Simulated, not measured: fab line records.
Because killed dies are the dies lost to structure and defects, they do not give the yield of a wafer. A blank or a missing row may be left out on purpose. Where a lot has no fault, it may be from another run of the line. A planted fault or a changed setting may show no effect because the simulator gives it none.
The tool behind it: which one? :: flow sky130 :: 6 lots, 18 wafers sampled, at 4 steps of a route of 708

WHAT THE GAUGES SHOWED, per wafer
SKY_CAPM_THK_MEAS_01.
lot: L857
measured: day 36 20:04
on: film_metro-04
CAPM_CVD_00_THK (nm): 15.43 15.64 15.49

lot: L859
measured: day 37 10:57
on: film_metro-01
CAPM_CVD_00_THK (nm): 15.39 15.71 15.54

lot: L864
measured: day 38 23:14
on: film_metro-03
CAPM_CVD_00_THK (nm): 26.11 26.71 26.42 26.11 26.72 26.51

lot: L869
measured: day 40 15:29
on: film_metro-01
CAPM_CVD_00_THK (nm): 26.18 26.40 26.62 26.18 26.40 26.61

lot: L871
measured: day 41 11:31
on: film_metro-03
CAPM_CVD_00_THK (nm): 15.21 15.41 15.47

lot: L879
measured: day 43 16:46
on: film_metro-03
CAPM_CVD_00_THK (nm): 15.36 15.28 15.32

EACH LOT AND THE TOOL THAT RAN IT (in order: tool; ch and the chambers of the sampled wafers; start)
lot: L857
SKY_METAL3_SPUTTER_00: pvd_sputter-03, day 36 19:52
SKY_METAL3_SPUTTER_02: pvd_sputter-03, day 36 19:55
SKY_CAPM_CVD_00: pecvd-02 ch 0,1,2, day 36 20:02

lot: L859
SKY_METAL3_SPUTTER_00: pvd_sputter-01, day 37 10:45
SKY_METAL3_SPUTTER_02: pvd_sputter-01, day 37 10:48
SKY_CAPM_CVD_00: pecvd-03 ch 0,1,2, day 37 10:55

lot: L864
SKY_METAL3_SPUTTER_00: pvd_sputter-03, day 38 23:02
SKY_METAL3_SPUTTER_02: pvd_sputter-03, day 38 23:05
SKY_CAPM_CVD_00: pecvd-01 ch 0,1, day 38 23:12

lot: L869
SKY_METAL3_SPUTTER_00: pvd_sputter-04, day 40 15:18
SKY_METAL3_SPUTTER_02: pvd_sputter-04, day 40 15:21
SKY_CAPM_CVD_00: pecvd-01 ch 0,1,2, day 40 15:28

lot: L871
SKY_METAL3_SPUTTER_00: pvd_sputter-04, day 41 11:19
SKY_METAL3_SPUTTER_02: pvd_sputter-04, day 41 11:22
SKY_CAPM_CVD_00: pecvd-02 ch 1,2, day 41 11:29

lot: L879
SKY_METAL3_SPUTTER_00: pvd_sputter-04, day 43 16:35
SKY_METAL3_SPUTTER_02: pvd_sputter-04, day 43 16:38
SKY_CAPM_CVD_00: pecvd-03 ch 0,2, day 43 16:44
- SKY_METAL3_SPUTTER_00: material Ti, target thk 15 nm, time 10 s.
- SKY_METAL3_SPUTTER_02: material AlCu, target thk 735 nm, time 39.1 s.
- SKY_CAPM_CVD_00: deposits SiO2, target thk 15.5 nm.

THE ANSWER, worked out from the rows above alone
Rule: the lots themselves supply what counts as usual. The widest of any qualifying gaps counts: lots, ordered by their means at a reading, are off when they make up no more than a third of the lots, leave a main group of 4 or more, and stand apart from it by 3 or more times the standard deviation of that group's means. A main group whose means are all the same, to the digits that the tables above print for the reading, isn't used. Also off: a lot with no number at a reading for which 4 or more lots have one. Any other lot the step has rows for is counted as sound.
Off: at SKY_CAPM_THK_MEAS_01 (CAPM_CVD_00_THK), L864, L869. Main group: mean 15.44 nm, sd 0.098.
If a tool, at a process step before that reading, ran all the lots that are off and no sound lot after the first of them, it fits. Gauges at SKY_CAPM_THK_MEAS_01: tried the same way as those tools. One fits: pecvd-01 at SKY_CAPM_CVD_00. It ran no sound lot before its first lot that is off in this sample, so the start can't be narrowed down.

WHAT THE SIMULATOR PUT IN
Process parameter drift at SKY_CAPM_CVD_00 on pecvd-01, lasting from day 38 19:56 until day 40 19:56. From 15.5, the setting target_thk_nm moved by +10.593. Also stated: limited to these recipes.
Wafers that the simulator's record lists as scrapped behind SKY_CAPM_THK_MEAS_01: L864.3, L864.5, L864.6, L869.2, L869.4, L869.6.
Struck lots among those shown: L864, L869. The rule given above showed the same thing.
